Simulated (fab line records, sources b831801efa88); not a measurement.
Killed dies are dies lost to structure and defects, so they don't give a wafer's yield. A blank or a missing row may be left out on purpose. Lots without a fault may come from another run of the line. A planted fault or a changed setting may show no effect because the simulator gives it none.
A struck lot beside a sound one | flow gf180mcu | 22 steps out of a route of 602
Sound: wafers L243.1, L243.3, L243.5. Struck: wafers L235.2, L235.5, L235.6. The cause comes at the end.
At each step with rows: each side's tool, then ch and its chambers, then its first start. Under that, the readings that differ: sound wafers | struck wafers | difference of the means | sigmas: that difference in standard deviations of wafers without a fault.
alike: readings whose means differ by less than 2 such deviations, and words and numbers that are the same on both sides. not compared: withheld readings, readings that some wafer has no value for, bounds like >300 that may hide the same value, and numbers for which the record gives no deviation and whose values overlap.
The two part at a step that has a row with sigmas, a row that says differs or no value, or rows on one side only. Numbers that don't overlap but have no deviation are shown without sigmas and don't part them. A reading that every wafer of one side lacks parts them only if that side has two wafers or more.

first, 3 steps without rows for these wafers: GF_M1_STRIP_18 (strips in post etch residue remover, time 1200 s); GF_M1_CLEAN_19 (cleans in DIW); GF_V1_CVD_00 (deposits SiO2, target thk 600 nm, time 97.07 s).
GF_V1_THK_MEAS_01:
  sound on film_metro-04, day 24 14:13; struck on film_metro-04, day 21 16:24
  alike: V1_CVD_00_THK
GF_V1_CVD_02: deposits SiO2 from TEOS, target thk 850 nm, time 94.851 s.
  sound on pecvd-04 ch 0,2, day 24 14:16; struck on pecvd-02 ch 0,2, day 21 16:27
  alike: heater_power_w
GF_V1_THK_MEAS_03:
  sound on film_metro-02, day 24 14:20; struck on film_metro-02, day 21 16:32
  alike: V1_CVD_02_THK
GF_V1_CMP_04: polishes SiO2.
  sound on cmp-01 ch 1,2,3, day 24 14:44; struck on cmp-01 ch 0,3, day 21 16:38
  alike: motor_current_A, time_to_endpoint_s
GF_V1_BOW_MEAS_05:
  sound on film_metro-03, day 24 14:56; struck on film_metro-04, day 21 16:54
  alike: V1_BOW
then, 4 steps without rows for these wafers: GF_V1_DEHYDRATE_06 (time 60 s); GF_V1_HMDS_07 (prime time 60 s); GF_V1_COAT_08; GF_V1_COAT_09 (resist thk 1000 nm).
GF_V1_SOFTBAKE_10: time 60 s.
  sound on litho_track-04 ch 0, day 25 01:00; struck on litho_track-03 ch 0, day 22 04:00
  reading                  | sound                | struck               | difference | sigmas
  heater_power_total_W (W) | 92.95 93.03 93.00    | 77.89 77.87 77.87    | -15.12     | -99 or more
  plate_temp_C (C)         | 129.88 129.88 129.70 | 113.62 113.59 113.71 | -16.18     | -99 or more
  alike: chill_plate_temp_C
then, 2 steps without rows for these wafers: GF_V1_EXPOSE_11 (exposes mask Via1, target cd 260 nm); GF_V1_PEB_12 (peb time 90 s).
GF_V1_DEVELOP_13: develop time 60 s.
  sound on litho_track-03 ch 0, day 25 12:36; struck on litho_track-02 ch 0, day 22 15:56
  reading                             | sound           | struck         | difference | sigmas
  model.KrF_of_V1_COAT_09.thk_nm (nm) | 985.8 987 985.4 | 1003 1001 1002 | +16        |
  alike: chill_plate_temp_C
GF_V1_CD_MEAS_14: target cd 260 nm.
  sound on cd_sem-01, day 25 12:45; struck on cd_sem-01, day 22 16:04
  reading    | sound             | struck            | difference | sigmas
  cd_nm (nm) | 260.8 260.1 260.8 | 230.3 229.7 231.3 | -30.1      | -23
GF_V1_OVL_MEAS_15:
  sound on overlay-01, day 25 12:52; struck on overlay-01, day 22 16:11
  reading     | sound    | struck | difference | sigmas
  V1_OVL (nm) | -2 -8 -5 | 8 4 8  | +12        | +2
GF_V1_ETCH_16: etches BARC in N2/H2.
  sound on rie_diel-01 ch 0,3, day 25 12:55; struck on rie_diel-02 ch 1,2, day 22 16:13
  reading             | sound             | struck            | difference | sigmas
  model.V1.cd_nm (nm) | 261.8 260.3 260.5 | 229.1 228.4 231.6 | -31.2      |
  alike: drypump_motor_current_A, oes_product_au, throttle_valve_pct
GF_V1_ETCH_17: etches SiO2 in C4F8/O2/Ar, stops on TiN, target depth 630 nm.
  sound on rie_diel-01 ch 0,3; struck on rie_diel-02 ch 1,2
  reading             | sound             | struck            | difference | sigmas
  model.V1.cd_nm (nm) | 261.8 260.6 260.6 | 229.4 228.6 230.3 | -31.6      |
  alike: oes_product_au
GF_V1_STRIP_18: strips in O2/N2.
  sound on plasma_asher-04 ch 0,1, day 25 13:02; struck on plasma_asher-01 ch 0,1, day 22 16:20
  reading               | sound             | struck            | difference | sigmas
  oes_product_au (a.u.) | 0.586 0.593 0.588 | 0.604 0.598 0.601 | +0.012     | +2
  alike: drypump_motor_current_A, heater_power_w
  not compared: rf_hours_counter_h
-- the record jumps here: 10 days lie between the struck wafers' starts before and after (it left off in module V1 and takes up again in module PASSIVATION, whose first step shown is number 602 of the route) --
GF_PASSIVATION_PROBE_99:
  sound on prober-02, day 34 11:52; struck on prober-02, day 32 13:01
  reading                       | sound             | struck            | difference | sigmas
  model.etest.via1_chain.rc_ohm | 6.375 6.321 6.333 | 8.245 8.233 8.105 | +1.851     |

WHERE THEY PART
First at GF_V1_SOFTBAKE_10; last, within this record, at GF_V1_STRIP_18.

WHY: what the simulator had put in
Process parameter drift: litho_track-03, from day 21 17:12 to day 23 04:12, at GF_V1_SOFTBAKE_10. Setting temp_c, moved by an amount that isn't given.
